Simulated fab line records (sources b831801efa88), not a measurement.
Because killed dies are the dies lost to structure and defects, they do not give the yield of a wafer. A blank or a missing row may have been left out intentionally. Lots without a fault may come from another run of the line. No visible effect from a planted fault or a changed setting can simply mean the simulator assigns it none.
fab line records || flow sfqLine || part 2 of 2: steps 25 to 35 of 35
record {"lots": 5, "wafers": 15, "lastDay": 89}
route steps=325 shown I1@83 M2@88 I2@103 M3@118
lots with no fault: from the same line, run without faults
startH: the number of hours between the record's first day and the start of the first shown wafer of the lot || waitH: time in hours since the lot's previous step || " unchanged from the row above || L1.1+2: a row that stands for several wafers || - no value, or no start was given || * or withheld: withheld || < > ~ a bound
route shown NAME@n: a module of which the file shows steps, and the number in the route of the first || usual: mean/standard deviation of fault-free wafers || same: alike in all rows || chamber/n: place in a boat || sites: the reading at each site || _std_site: how widely they spread, as a standard deviation || _edge_site: mean of outer sites minus mean of inner sites || radiusMm: for every site, how far away it sits from the centre of the wafer || mask NAME#n: copy n || behind: the most recent tool/chamber to have shaped the wafer || hold: why the lot went on hold/how many hours it stayed there/how the hold came to an end || device: names the non-switching transistor (n, p or np) || end of line: tests run on the same wafers once the route is complete || for a step that has no rows: nothing shown but its recipe || killed: dies that structure and defects cost at the first sort, which is not the same as the wafer's yield || map: a wafer's dies, marking killed ones x, the rest . and places with no die _
set.NAME: the setting as run; set.NAME@STEP: as run at that earlier step || model.NAME: the simulator's own value behind a step, which no gauge read
lots at selected steps of the route; one table per step, one row per wafer
services: a tool's chamber out of use, with start hour (startH, from the record's first day; less than 0 if before it), hours out, and reason
## steps
# step SFQ_TRILAYER_I2_VIA_LITHO_COAT_067
# recipe {"resist": "KrF", "spinRpm": 3000, "resistThkNm": 650}
# usual {"chillPlateTempC": "23.00/0.09"}
{"lot.wafer": "L076.1", "tool": "lithoTrack-03", "chamber": 0, "startH": 565.85, "waitH": 0.2, "chillPlateTempC": 23.00}
{"lot.wafer": "L076.2", "tool": "lithoTrack-03", "chamber": 0, "startH": 565.85, "waitH": 0.2, "chillPlateTempC": 23.11}
{"lot.wafer": "L076.6", "tool": "lithoTrack-03", "chamber": 0, "startH": 565.85, "waitH": 0.2, "chillPlateTempC": 23.06}
{"lot.wafer": "L078.2", "tool": "lithoTrack-03", "chamber": 0, "startH": 586.80, "waitH": 0.2, "chillPlateTempC": 23.08}
{"lot.wafer": "L078.3", "tool": "lithoTrack-03", "chamber": 0, "startH": 586.80, "waitH": 0.2, "chillPlateTempC": 22.95}
{"lot.wafer": "L078.5", "tool": "lithoTrack-03", "chamber": 0, "startH": 586.80, "waitH": 0.2, "chillPlateTempC": 22.87}
{"lot.wafer": "L086.3", "tool": "lithoTrack-03", "chamber": 0, "startH": 658.76, "waitH": 0.2, "chillPlateTempC": 23.18}
{"lot.wafer": "L086.4", "tool": "lithoTrack-03", "chamber": 0, "startH": 658.76, "waitH": 0.2, "chillPlateTempC": 23.05}
{"lot.wafer": "L086.6", "tool": "lithoTrack-03", "chamber": 0, "startH": 658.76, "waitH": 0.2, "chillPlateTempC": 23.19}
{"lot.wafer": "L085.2", "tool": "lithoTrack-01", "chamber": 0, "startH": 662.16, "waitH": 0.2, "chillPlateTempC": 23.01}
{"lot.wafer": "L085.4", "tool": "lithoTrack-01", "chamber": 0, "startH": 662.16, "waitH": 0.2, "chillPlateTempC": 22.92}
{"lot.wafer": "L085.5", "tool": "lithoTrack-01", "chamber": 0, "startH": 662.16, "waitH": 0.2, "chillPlateTempC": 22.97}
{"lot.wafer": "L089.2", "tool": "lithoTrack-04", "chamber": 0, "startH": 689.18, "waitH": 0.2, "chillPlateTempC": 22.87}
{"lot.wafer": "L089.5", "tool": "lithoTrack-04", "chamber": 0, "startH": 689.18, "waitH": 0.2, "chillPlateTempC": 22.96}
{"lot.wafer": "L089.6", "tool": "lithoTrack-04", "chamber": 0, "startH": 689.18, "waitH": 0.2, "chillPlateTempC": 23.03}
# step SFQ_TRILAYER_I2_VIA_LITHO_SOFTBAKE_071
# recipe {"tempC": "withheld", "timeS": "withheld", "resist": "KrF"}
# usual {"chillPlateTempC": "*"}
{"lot.wafer": "L076.1", "tool": "lithoTrack-03", "chamber": 0, "startH": 566.15, "waitH": 0.2, "chillPlateTempC": "*"}
{"lot.wafer": "L076.2", "tool": "lithoTrack-03", "chamber": 0, "startH": 566.15, "waitH": 0.2, "chillPlateTempC": "*"}
{"lot.wafer": "L076.6", "tool": "lithoTrack-03", "chamber": 0, "startH": 566.15, "waitH": 0.2, "chillPlateTempC": "*"}
{"lot.wafer": "L078.2", "tool": "lithoTrack-03", "chamber": 0, "startH": 587.08, "waitH": 0.2, "chillPlateTempC": "*"}
{"lot.wafer": "L078.3", "tool": "lithoTrack-03", "chamber": 0, "startH": 587.08, "waitH": 0.2, "chillPlateTempC": "*"}
{"lot.wafer": "L078.5", "tool": "lithoTrack-03", "chamber": 0, "startH": 587.08, "waitH": 0.2, "chillPlateTempC": "*"}
{"lot.wafer": "L086.3", "tool": "lithoTrack-03", "chamber": 0, "startH": 659.01, "waitH": 0.2, "chillPlateTempC": "*"}
{"lot.wafer": "L086.4", "tool": "lithoTrack-03", "chamber": 0, "startH": 659.01, "waitH": 0.2, "chillPlateTempC": "*"}
{"lot.wafer": "L086.6", "tool": "lithoTrack-03", "chamber": 0, "startH": 659.01, "waitH": 0.2, "chillPlateTempC": "*"}
{"lot.wafer": "L085.2", "tool": "lithoTrack-01", "chamber": 0, "startH": 662.43, "waitH": 0.2, "chillPlateTempC": "*"}
{"lot.wafer": "L085.4", "tool": "lithoTrack-01", "chamber": 0, "startH": 662.43, "waitH": 0.2, "chillPlateTempC": "*"}
{"lot.wafer": "L085.5", "tool": "lithoTrack-01", "chamber": 0, "startH": 662.43, "waitH": 0.2, "chillPlateTempC": "*"}
{"lot.wafer": "L089.2", "tool": "lithoTrack-04", "chamber": 0, "startH": 689.45, "waitH": 0.2, "chillPlateTempC": "*"}
{"lot.wafer": "L089.5", "tool": "lithoTrack-04", "chamber": 0, "startH": 689.45, "waitH": 0.2, "chillPlateTempC": "*"}
{"lot.wafer": "L089.6", "tool": "lithoTrack-04", "chamber": 0, "startH": 689.45, "waitH": 0.2, "chillPlateTempC": "*"}
# step SFQ_TRILAYER_I2_VIA_LITHO_EXPOSE_068
# recipe {"maskId": "I2", "na": 0.6, "sourceShape": "conventional", "sigmaOuter": 0.65, "targetCdNm": 500, "doseMj": 21.3}
# same {"sigmaOuter": 0.65}
{"lot.wafer": "L076.1+2+6", "tool": "krfScanner-02", "chamber": 0, "startH": 729.30, "waitH": "-", "mask": "I2#0"}
{"lot.wafer": "L078.2+3+5", "tool": "krfScanner-01", "chamber": 0, "startH": 751.35, "waitH": "-", "mask": "I2#0"}
{"lot.wafer": "L086.3+4+6", "tool": "krfScanner-01", "chamber": 0, "startH": 808.20, "waitH": "-", "mask": "I2#0"}
{"lot.wafer": "L085.2+4+5", "tool": "krfScanner-01", "chamber": 0, "startH": 809.20, "waitH": "-", "mask": "I2#0"}
{"lot.wafer": "L089.2+5+6", "tool": "krfScanner-02", "chamber": 0, "startH": 831.97, "waitH": "-", "mask": "I2#0"}
# step SFQ_TRILAYER_I2_VIA_LITHO_PEB_070
# recipe {"pebTempC": 115, "pebTimeS": 60, "resist": "KrF"}
# usual {"chillPlateTempC": "22.98/0.12"}
{"lot.wafer": "L076.1", "tool": "lithoTrack-01", "chamber": 0, "startH": 730.50, "waitH": 1.0, "chillPlateTempC": 22.91}
{"lot.wafer": "L076.2", "tool": "lithoTrack-01", "chamber": 0, "startH": 730.50, "waitH": 1.0, "chillPlateTempC": 22.96}
{"lot.wafer": "L076.6", "tool": "lithoTrack-01", "chamber": 0, "startH": 730.50, "waitH": 1.0, "chillPlateTempC": 23.00}
{"lot.wafer": "L078.2", "tool": "lithoTrack-04", "chamber": 0, "startH": 752.38, "waitH": 0.8, "chillPlateTempC": 22.70}
{"lot.wafer": "L078.3", "tool": "lithoTrack-04", "chamber": 0, "startH": 752.38, "waitH": 0.8, "chillPlateTempC": 22.92}
{"lot.wafer": "L078.5", "tool": "lithoTrack-04", "chamber": 0, "startH": 752.38, "waitH": 0.8, "chillPlateTempC": 22.78}
{"lot.wafer": "L086.3", "tool": "lithoTrack-04", "chamber": 0, "startH": 809.05, "waitH": 0.7, "chillPlateTempC": 23.22}
{"lot.wafer": "L086.4", "tool": "lithoTrack-04", "chamber": 0, "startH": 809.05, "waitH": 0.7, "chillPlateTempC": 23.32}
{"lot.wafer": "L086.6", "tool": "lithoTrack-04", "chamber": 0, "startH": 809.05, "waitH": 0.7, "chillPlateTempC": 23.11}
{"lot.wafer": "L085.2", "tool": "lithoTrack-04", "chamber": 0, "startH": 810.23, "waitH": 0.8, "chillPlateTempC": 23.09}
{"lot.wafer": "L085.4", "tool": "lithoTrack-04", "chamber": 0, "startH": 810.23, "waitH": 0.8, "chillPlateTempC": 22.95}
{"lot.wafer": "L085.5", "tool": "lithoTrack-04", "chamber": 0, "startH": 810.23, "waitH": 0.8, "chillPlateTempC": 22.96}
{"lot.wafer": "L089.2", "tool": "lithoTrack-03", "chamber": 0, "startH": 833.00, "waitH": 0.8, "chillPlateTempC": 22.95}
{"lot.wafer": "L089.5", "tool": "lithoTrack-03", "chamber": 0, "startH": 833.00, "waitH": 0.8, "chillPlateTempC": 23.01}
{"lot.wafer": "L089.6", "tool": "lithoTrack-03", "chamber": 0, "startH": 833.00, "waitH": 0.8, "chillPlateTempC": 23.02}
# step SFQ_TRILAYER_I2_VIA_LITHO_DEVELOP_069
# recipe {"timeS": 60, "resist": "KrF"}
# usual {"chillPlateTempC": "23.02/0.11"}
{"lot.wafer": "L076.1", "tool": "lithoTrack-01", "chamber": 0, "startH": 730.65, "waitH": 0.1, "chillPlateTempC": 23.04}
{"lot.wafer": "L076.2", "tool": "lithoTrack-01", "chamber": 0, "startH": 730.65, "waitH": 0.1, "chillPlateTempC": 23.27}
{"lot.wafer": "L076.6", "tool": "lithoTrack-01", "chamber": 0, "startH": 730.65, "waitH": 0.1, "chillPlateTempC": 23.19}
{"lot.wafer": "L078.2", "tool": "lithoTrack-04", "chamber": 0, "startH": 752.53, "waitH": 0.1, "chillPlateTempC": 22.79}
{"lot.wafer": "L078.3", "tool": "lithoTrack-04", "chamber": 0, "startH": 752.53, "waitH": 0.1, "chillPlateTempC": 22.95}
{"lot.wafer": "L078.5", "tool": "lithoTrack-04", "chamber": 0, "startH": 752.53, "waitH": 0.1, "chillPlateTempC": 22.96}
{"lot.wafer": "L086.3", "tool": "lithoTrack-04", "chamber": 0, "startH": 809.20, "waitH": 0.1, "chillPlateTempC": 23.02}
{"lot.wafer": "L086.4", "tool": "lithoTrack-04", "chamber": 0, "startH": 809.20, "waitH": 0.1, "chillPlateTempC": 22.99}
{"lot.wafer": "L086.6", "tool": "lithoTrack-04", "chamber": 0, "startH": 809.20, "waitH": 0.1, "chillPlateTempC": 23.04}
{"lot.wafer": "L085.2", "tool": "lithoTrack-04", "chamber": 0, "startH": 810.38, "waitH": 0.1, "chillPlateTempC": 22.91}
{"lot.wafer": "L085.4", "tool": "lithoTrack-04", "chamber": 0, "startH": 810.38, "waitH": 0.1, "chillPlateTempC": 23.10}
{"lot.wafer": "L085.5", "tool": "lithoTrack-04", "chamber": 0, "startH": 810.38, "waitH": 0.1, "chillPlateTempC": 22.75}
{"lot.wafer": "L089.2", "tool": "lithoTrack-03", "chamber": 0, "startH": 833.15, "waitH": 0.1, "chillPlateTempC": 22.95}
{"lot.wafer": "L089.5", "tool": "lithoTrack-03", "chamber": 0, "startH": 833.15, "waitH": 0.1, "chillPlateTempC": 23.13}
{"lot.wafer": "L089.6", "tool": "lithoTrack-03", "chamber": 0, "startH": 833.15, "waitH": 0.1, "chillPlateTempC": 23.17}
# step SFQ_I2_OVL_MEAS_918
# usual {"I2_OVL": "3/5.7"}
{"lot.wafer": "L076.1", "tool": "overlay-01", "chamber": "-", "startH": 730.80, "waitH": 0.1, "I2_OVL[nm]": 7}
{"lot.wafer": "L076.2", "tool": "overlay-01", "chamber": "-", "startH": 730.80, "waitH": 0.1, "I2_OVL[nm]": 4}
{"lot.wafer": "L076.6", "tool": "overlay-01", "chamber": "-", "startH": 730.80, "waitH": 0.1, "I2_OVL[nm]": 5}
{"lot.wafer": "L078.2", "tool": "overlay-02", "chamber": "-", "startH": 752.66, "waitH": 0.1, "I2_OVL[nm]": 5}
{"lot.wafer": "L078.3", "tool": "overlay-02", "chamber": "-", "startH": 752.66, "waitH": 0.1, "I2_OVL[nm]": 0}
{"lot.wafer": "L078.5", "tool": "overlay-02", "chamber": "-", "startH": 752.66, "waitH": 0.1, "I2_OVL[nm]": 6}
{"lot.wafer": "L086.3", "tool": "overlay-02", "chamber": "-", "startH": 809.32, "waitH": 0.1, "I2_OVL[nm]": -2}
{"lot.wafer": "L086.4", "tool": "overlay-02", "chamber": "-", "startH": 809.32, "waitH": 0.1, "I2_OVL[nm]": 4}
{"lot.wafer": "L086.6", "tool": "overlay-02", "chamber": "-", "startH": 809.32, "waitH": 0.1, "I2_OVL[nm]": 11}
{"lot.wafer": "L085.2", "tool": "overlay-02", "chamber": "-", "startH": 810.51, "waitH": 0.1, "I2_OVL[nm]": 12}
{"lot.wafer": "L085.4", "tool": "overlay-02", "chamber": "-", "startH": 810.51, "waitH": 0.1, "I2_OVL[nm]": 2}
{"lot.wafer": "L085.5", "tool": "overlay-02", "chamber": "-", "startH": 810.51, "waitH": 0.1, "I2_OVL[nm]": 8}
{"lot.wafer": "L089.2", "tool": "overlay-02", "chamber": "-", "startH": 833.28, "waitH": 0.1, "I2_OVL[nm]": 12}
{"lot.wafer": "L089.5", "tool": "overlay-02", "chamber": "-", "startH": 833.28, "waitH": 0.1, "I2_OVL[nm]": 12}
{"lot.wafer": "L089.6", "tool": "overlay-02", "chamber": "-", "startH": 833.28, "waitH": 0.1, "I2_OVL[nm]": 11}
# step SFQ_TRILAYER_I2_VIA_BARC_OPEN_VIA_ETCH_096
# recipe {"maskMaterial": "PR", "chemistry": "O2", "targetDepthNm": 125, "target": "BARC", "sourceW": 500, "biasW": 80, "pressureMtorr": 30, "timeS": 41.7}
# usual {"drypumpMotorCurrentA": "5.6/0.41", "oesProductAu": "0.686/0.0048"}
{"lot.wafer": "L076.1", "tool": "rieDiel-03", "chamber": 3, "startH": 730.83, "waitH": 0.0, "drypumpMotorCurrentA": 4.9, "oesProductAu": 0.678, "rfHoursCounterH": 5}
{"lot.wafer": "L076.2", "tool": "rieDiel-03", "chamber": 2, "startH": 730.83, "waitH": 0.0, "drypumpMotorCurrentA": 5.7, "oesProductAu": 0.678, "rfHoursCounterH": 0}
{"lot.wafer": "L076.6", "tool": "rieDiel-03", "chamber": 2, "startH": 730.83, "waitH": 0.0, "drypumpMotorCurrentA": 5.7, "oesProductAu": 0.688, "rfHoursCounterH": "-"}
{"lot.wafer": "L078.2", "tool": "rieDiel-04", "chamber": 1, "startH": 752.69, "waitH": 0.0, "drypumpMotorCurrentA": 5.8, "oesProductAu": 0.691, "rfHoursCounterH": 24}
{"lot.wafer": "L078.3", "tool": "rieDiel-04", "chamber": 3, "startH": 752.69, "waitH": 0.0, "drypumpMotorCurrentA": 5.7, "oesProductAu": 0.677, "rfHoursCounterH": 0}
{"lot.wafer": "L078.5", "tool": "rieDiel-04", "chamber": 2, "startH": 752.69, "waitH": 0.0, "drypumpMotorCurrentA": 5.4, "oesProductAu": 0.680, "rfHoursCounterH": "-"}
{"lot.wafer": "L086.3", "tool": "rieDiel-02", "chamber": 2, "startH": 809.34, "waitH": 0.0, "drypumpMotorCurrentA": 5.7, "oesProductAu": 0.684, "rfHoursCounterH": 5}
{"lot.wafer": "L086.4", "tool": "rieDiel-02", "chamber": 1, "startH": 809.34, "waitH": 0.0, "drypumpMotorCurrentA": 5.4, "oesProductAu": 0.685, "rfHoursCounterH": 32}
{"lot.wafer": "L086.6", "tool": "rieDiel-02", "chamber": 3, "startH": 809.34, "waitH": 0.0, "drypumpMotorCurrentA": 6.4, "oesProductAu": 0.681, "rfHoursCounterH": "-"}
{"lot.wafer": "L085.2", "tool": "rieDiel-03", "chamber": 0, "startH": 810.54, "waitH": 0.0, "drypumpMotorCurrentA": 4.9, "oesProductAu": 0.683, "rfHoursCounterH": 9}
{"lot.wafer": "L085.4", "tool": "rieDiel-03", "chamber": 1, "startH": 810.54, "waitH": 0.0, "drypumpMotorCurrentA": 5.6, "oesProductAu": 0.690, "rfHoursCounterH": 8}
{"lot.wafer": "L085.5", "tool": "rieDiel-03", "chamber": 3, "startH": 810.54, "waitH": 0.0, "drypumpMotorCurrentA": 4.9, "oesProductAu": 0.687, "rfHoursCounterH": "-"}
{"lot.wafer": "L089.2", "tool": "rieDiel-04", "chamber": 2, "startH": 833.31, "waitH": 0.0, "drypumpMotorCurrentA": 5.4, "oesProductAu": 0.683, "rfHoursCounterH": 12}
{"lot.wafer": "L089.5", "tool": "rieDiel-04", "chamber": 3, "startH": 833.31, "waitH": 0.0, "drypumpMotorCurrentA": 5.7, "oesProductAu": 0.689, "rfHoursCounterH": "-"}
{"lot.wafer": "L089.6", "tool": "rieDiel-04", "chamber": 2, "startH": 833.31, "waitH": 0.0, "drypumpMotorCurrentA": 5.4, "oesProductAu": 0.683, "rfHoursCounterH": "-"}
# step SFQ_TRILAYER_I2_VIA_ETCH_VIA_ETCH_070
# recipe {"target": "SiO2", "stopOn": "Nb", "maskMaterial": "PR", "taperDeg": 20, "chemistry": "CHF3", "targetDepthNm": 260, "sourceW": 500, "biasW": 80, "pressureMtorr": 30, "timeS": "withheld"}
# usual {"drypumpMotorCurrentA": "5.6/0.41", "oesProductAu": "0.854/0.0054"}
{"lot.wafer": "L076.1", "tool": "rieDiel-03", "chamber": 3, "startH": 730.87, "waitH": 0.0, "drypumpMotorCurrentA": 4.9, "oesProductAu": 0.841}
{"lot.wafer": "L076.2", "tool": "rieDiel-03", "chamber": 2, "startH": 730.87, "waitH": 0.0, "drypumpMotorCurrentA": 5.6, "oesProductAu": 0.863}
{"lot.wafer": "L076.6", "tool": "rieDiel-03", "chamber": 2, "startH": 730.87, "waitH": 0.0, "drypumpMotorCurrentA": 5.7, "oesProductAu": 0.860}
{"lot.wafer": "L078.2", "tool": "rieDiel-04", "chamber": 1, "startH": 752.73, "waitH": 0.0, "drypumpMotorCurrentA": 5.8, "oesProductAu": 0.857}
{"lot.wafer": "L078.3", "tool": "rieDiel-04", "chamber": 3, "startH": 752.73, "waitH": 0.0, "drypumpMotorCurrentA": 5.7, "oesProductAu": 0.862}
{"lot.wafer": "L078.5", "tool": "rieDiel-04", "chamber": 2, "startH": 752.73, "waitH": 0.0, "drypumpMotorCurrentA": 5.4, "oesProductAu": 0.858}
{"lot.wafer": "L086.3", "tool": "rieDiel-02", "chamber": 2, "startH": 809.38, "waitH": 0.0, "drypumpMotorCurrentA": 5.7, "oesProductAu": 0.852}
{"lot.wafer": "L086.4", "tool": "rieDiel-02", "chamber": 1, "startH": 809.38, "waitH": 0.0, "drypumpMotorCurrentA": 5.4, "oesProductAu": 0.851}
{"lot.wafer": "L086.6", "tool": "rieDiel-02", "chamber": 3, "startH": 809.38, "waitH": 0.0, "drypumpMotorCurrentA": 6.4, "oesProductAu": 0.860}
{"lot.wafer": "L085.2", "tool": "rieDiel-03", "chamber": 0, "startH": 810.58, "waitH": 0.0, "drypumpMotorCurrentA": 4.8, "oesProductAu": 0.859}
{"lot.wafer": "L085.4", "tool": "rieDiel-03", "chamber": 1, "startH": 810.58, "waitH": 0.0, "drypumpMotorCurrentA": 5.6, "oesProductAu": 0.851}
{"lot.wafer": "L085.5", "tool": "rieDiel-03", "chamber": 3, "startH": 810.58, "waitH": 0.0, "drypumpMotorCurrentA": 4.9, "oesProductAu": 0.851}
{"lot.wafer": "L089.2", "tool": "rieDiel-04", "chamber": 2, "startH": 833.35, "waitH": 0.0, "drypumpMotorCurrentA": 5.4, "oesProductAu": 0.855}
{"lot.wafer": "L089.5", "tool": "rieDiel-04", "chamber": 3, "startH": 833.35, "waitH": 0.0, "drypumpMotorCurrentA": 5.7, "oesProductAu": 0.855}
{"lot.wafer": "L089.6", "tool": "rieDiel-04", "chamber": 2, "startH": 833.35, "waitH": 0.0, "drypumpMotorCurrentA": 5.4, "oesProductAu": 0.860}
# step SFQ_TRILAYER_I2_VIA_STRIP_STRIP_071
# recipe {"gas": "O2", "powerW": 200, "platenTempC": 40, "overashFraction": 0.65, "chemistry": "O2", "pressureMtorr": 50}
# usual {"drypumpMotorCurrentA": "5.4/0.5", "oesProductAu": "1.001/0.0077", "platenTempC": "40.00/0.11"}
{"lot.wafer": "L076.1", "tool": "rieMetal-04", "chamber": 1, "startH": 730.98, "waitH": "-", "drypumpMotorCurrentA": 6.2, "oesProductAu": 1.008, "platenTempC": 40.11, "rfHoursCounterH": 78}
{"lot.wafer": "L076.2", "tool": "rieMetal-04", "chamber": 0, "startH": 730.98, "waitH": "-", "drypumpMotorCurrentA": 5.0, "oesProductAu": 1.005, "platenTempC": 39.87, "rfHoursCounterH": 133}
{"lot.wafer": "L076.6", "tool": "rieMetal-04", "chamber": 0, "startH": 730.98, "waitH": "-", "drypumpMotorCurrentA": 5.0, "oesProductAu": 1.005, "platenTempC": 39.83, "rfHoursCounterH": "-"}
{"lot.wafer": "L078.2", "tool": "rieMetal-03", "chamber": 1, "startH": 752.84, "waitH": "-", "drypumpMotorCurrentA": 4.9, "oesProductAu": 0.994, "platenTempC": 40.15, "rfHoursCounterH": 34}
{"lot.wafer": "L078.3", "tool": "rieMetal-03", "chamber": 1, "startH": 752.84, "waitH": "-", "drypumpMotorCurrentA": 4.9, "oesProductAu": 1.002, "platenTempC": 39.83, "rfHoursCounterH": "-"}
{"lot.wafer": "L078.5", "tool": "rieMetal-03", "chamber": 0, "startH": 752.84, "waitH": "-", "drypumpMotorCurrentA": 5.6, "oesProductAu": 1.000, "platenTempC": 40.17, "rfHoursCounterH": "-"}
{"lot.wafer": "L086.3", "tool": "rieMetal-03", "chamber": 0, "startH": 809.69, "waitH": "-", "drypumpMotorCurrentA": 5.6, "oesProductAu": 1.009, "platenTempC": 39.94, "rfHoursCounterH": "-"}
{"lot.wafer": "L086.4", "tool": "rieMetal-03", "chamber": 1, "startH": 809.69, "waitH": "-", "drypumpMotorCurrentA": 4.9, "oesProductAu": 1.003, "platenTempC": 40.11, "rfHoursCounterH": "-"}
{"lot.wafer": "L086.6", "tool": "rieMetal-03", "chamber": 0, "startH": 809.69, "waitH": "-", "drypumpMotorCurrentA": 5.6, "oesProductAu": 1.006, "platenTempC": 40.07, "rfHoursCounterH": "-"}
{"lot.wafer": "L085.2", "tool": "rieMetal-02", "chamber": 1, "startH": 810.69, "waitH": "-", "drypumpMotorCurrentA": 4.8, "oesProductAu": 1.007, "platenTempC": 39.97, "rfHoursCounterH": 105}
{"lot.wafer": "L085.4", "tool": "rieMetal-02", "chamber": 1, "startH": 810.69, "waitH": "-", "drypumpMotorCurrentA": 4.9, "oesProductAu": 1.012, "platenTempC": 40.12, "rfHoursCounterH": "-"}
{"lot.wafer": "L085.5", "tool": "rieMetal-02", "chamber": 1, "startH": 810.69, "waitH": "-", "drypumpMotorCurrentA": 4.8, "oesProductAu": 1.006, "platenTempC": 39.94, "rfHoursCounterH": "-"}
{"lot.wafer": "L089.2", "tool": "rieMetal-04", "chamber": 1, "startH": 833.46, "waitH": "-", "drypumpMotorCurrentA": 6.1, "oesProductAu": 0.993, "platenTempC": 40.00, "rfHoursCounterH": 94}
{"lot.wafer": "L089.5", "tool": "rieMetal-04", "chamber": 0, "startH": 833.46, "waitH": "-", "drypumpMotorCurrentA": 5.0, "oesProductAu": 0.987, "platenTempC": 40.13, "rfHoursCounterH": "-"}
{"lot.wafer": "L089.6", "tool": "rieMetal-04", "chamber": 1, "startH": 833.46, "waitH": "-", "drypumpMotorCurrentA": 6.1, "oesProductAu": 0.990, "platenTempC": 39.97, "rfHoursCounterH": "-"}
# step SFQ_TRILAYER_I2_VIA_STRIP_SOLV_CLEAN_072
# recipe {"chemistry": "NMP", "tempC": 70, "timeS": 600}
{"lot.wafer": "L076.1+2+6", "tool": "wetBench-03", "chamber": "1,3,0", "startH": 731.58, "waitH": 0.4}
{"lot.wafer": "L078.2+3+5", "tool": "wetBench-01", "chamber": "0,3,1", "startH": 753.44, "waitH": 0.4}
{"lot.wafer": "L086.3+4+6", "tool": "wetBench-01", "chamber": "4,6,1", "startH": 810.09, "waitH": 0.2}
{"lot.wafer": "L085.2+4+5", "tool": "wetBench-03", "chamber": "6,7,5", "startH": 811.29, "waitH": 0.4}
{"lot.wafer": "L089.2+5+6", "tool": "wetBench-02", "chamber": "2,4,7", "startH": 834.06, "waitH": 0.4}
# step SFQ_TRILAYER_M3_DEP_PRE_CLEAN_074
# recipe {"gas": "Ar", "timeS": 22.5, "biasV": 250}
{"lot.wafer": "L076.1+2+6", "tool": "pvdSputter-06", "chamber": "-", "startH": 731.76, "waitH": 0.0}
{"lot.wafer": "L078.2+3+5", "tool": "pvdSputter-06", "chamber": "-", "startH": 753.79, "waitH": 0.0}
{"lot.wafer": "L086.3+4+6", "tool": "pvdSputter-05", "chamber": "-", "startH": 810.44, "waitH": 0.0}
{"lot.wafer": "L085.2+4+5", "tool": "pvdSputter-06", "chamber": "-", "startH": 811.47, "waitH": 0.0}
{"lot.wafer": "L089.2+5+6", "tool": "pvdSputter-05", "chamber": "-", "startH": 834.25, "waitH": 0.0}
## services
{"tool": "krfScanner-01", "chamber": "-", "startH": 378.11, "hours": 1.3, "kind": "pm"}
{"tool": "krfScanner-02", "chamber": "-", "startH": 381.51, "hours": 1.3, "kind": "pm"}
{"tool": "rieMetal-04", "chamber": "-", "startH": 381.73, "hours": 10.0, "kind": "pm"}
{"tool": "rieMetal-03", "chamber": 1, "startH": 390.97, "hours": 9.3, "kind": "repair"}
{"tool": "rieDiel-04", "chamber": 0, "startH": 434.14, "hours": 2.6, "kind": "repair"}
{"tool": "rieDiel-03", "chamber": 0, "startH": 459.77, "hours": 4.2, "kind": "repair"}
{"tool": "rieDiel-04", "chamber": 1, "startH": 473.88, "hours": 31.0, "kind": "repair"}
{"tool": "rieDiel-03", "chamber": "-", "startH": 476.40, "hours": 1.1, "kind": "repair"}
{"tool": "rieMetal-03", "chamber": "-", "startH": 479.56, "hours": 0.6, "kind": "repair"}
{"tool": "pvdSputter-05", "chamber": "-", "startH": 542.43, "hours": 2.3, "kind": "repair"}
{"tool": "wetBench-03", "chamber": "-", "startH": 565.72, "hours": 1.9, "kind": "pm"}
{"tool": "rieDiel-04", "chamber": "-", "startH": 590.29, "hours": 0.1, "kind": "repair"}
{"tool": "rieDiel-03", "chamber": 0, "startH": 594.07, "hours": 4.8, "kind": "repair"}
{"tool": "rieMetal-03", "chamber": "-", "startH": 611.95, "hours": 2.8, "kind": "pm"}
{"tool": "rieDiel-04", "chamber": 1, "startH": 624.90, "hours": 2.4, "kind": "repair"}
{"tool": "rieDiel-03", "chamber": "-", "startH": 660.85, "hours": 5.1, "kind": "repair"}
{"tool": "pvdSputter-05", "chamber": "-", "startH": 685.50, "hours": 6.9, "kind": "repair"}
{"tool": "rieDiel-03", "chamber": "-", "startH": 687.04, "hours": 0.3, "kind": "repair"}
{"tool": "pvdSputter-05", "chamber": "-", "startH": 734.75, "hours": 3.0, "kind": "repair"}
{"tool": "pvdSputter-05", "chamber": "-", "startH": 759.84, "hours": 11.4, "kind": "repair"}
{"tool": "rieMetal-03", "chamber": "-", "startH": 771.20, "hours": 0.5, "kind": "repair"}
{"tool": "rieDiel-03", "chamber": "-", "startH": 799.72, "hours": 2.8, "kind": "pm"}
{"tool": "pvdSputter-05", "chamber": "-", "startH": 822.86, "hours": 3.6, "kind": "repair"}
{"tool": "rieDiel-04", "chamber": 2, "startH": 823.19, "hours": 3.7, "kind": "repair"}
